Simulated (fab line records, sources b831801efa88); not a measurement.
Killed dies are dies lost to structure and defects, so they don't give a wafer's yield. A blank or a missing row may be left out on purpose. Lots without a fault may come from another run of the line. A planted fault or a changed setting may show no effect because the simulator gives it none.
One fault seen from 2 desks | flow sky130 | each desk has only its own numbers; what lay behind them comes last

THE TOOL OWNER'S DESK: implanter-02
The tool's own readings at SKY_LDD_P_IMPLANT_09: means of the sampled wafers that have a number, for each lot that ran on this tool. A lot is out of limits, marked OUT, if its mean lies more than 4 standard deviations from the usual mean; the brackets give that distance.
Columns: A = faraday_current_uA at SKY_LDD_P_IMPLANT_09, usual 56.4
lot  | first seen here | A
L672 | day 18 15:59    | 55.1
L674 | day 19 15:04    | 56.2
L677 | day 21 07:52    | 57.1
L690 | day 25 09:58    | 58.0
L689 | day 25 12:58    | 56.8
This desk's finding: nothing out of limits on any of the 5 lots.

THE METROLOGY DESK
What the gauges read, lot by lot, whatever tool the lot ran on: means of the sampled wafers that have a number. A lot is out of limits, marked OUT, if its mean lies more than 4 standard deviations from the usual mean; the brackets give that distance.
Columns: A = cd_nm at SKY_POLY_GATE_CD_MEAS_22, usual 150 nm; B = LDD_P_TW at SKY_LDD_P_TW_MEAS_11, usual 627
lot  | first seen here | A   | B
L672 | day 16 03:17    | 150 | 625
L674 | day 17 01:41    | 148 | 626
L676 | day 17 19:52    | 150 | 627
L677 | day 18 15:40    | 151 | 625
L678 | day 18 22:20    | 151 | 633
L679 | day 19 01:52    | 150 | 634
L684 | day 21 01:01    | 151 | 625
L690 | day 22 22:26    | 151 | 597 (-8.5) OUT
L689 | day 23 00:04    | 151 | 602 (-7.1) OUT
L691 | day 23 13:25    | 150 | 626
L693 | day 24 01:37    | 148 | 627
L694 | day 24 13:02    | 151 | 628
This desk's finding: out of limits on L689, L690; first on L690, day 25 10:13 (LDD_P_TW at SKY_LDD_P_TW_MEAS_11). In limits: L672, L674, L676, L677, L678, L679, L684, L691, L693, L694.

PUT TOGETHER
The metrology desk could have raised an alarm at day 25 10:13, on L689, L690.
The tool owner's desk saw nothing out of limits.
The tool owner's desk has L689, L690 on record, within its limits.
Of the lots named, all ran SKY_LDD_P_IMPLANT_09 on implanter-02.

WHAT THE SIMULATOR HAD PUT IN
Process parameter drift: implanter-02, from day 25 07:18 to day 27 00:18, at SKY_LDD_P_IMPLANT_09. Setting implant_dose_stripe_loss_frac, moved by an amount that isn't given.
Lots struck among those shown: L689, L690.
Hours from the fault's start to each desk's first reading out of limits: the metrology desk, 3.
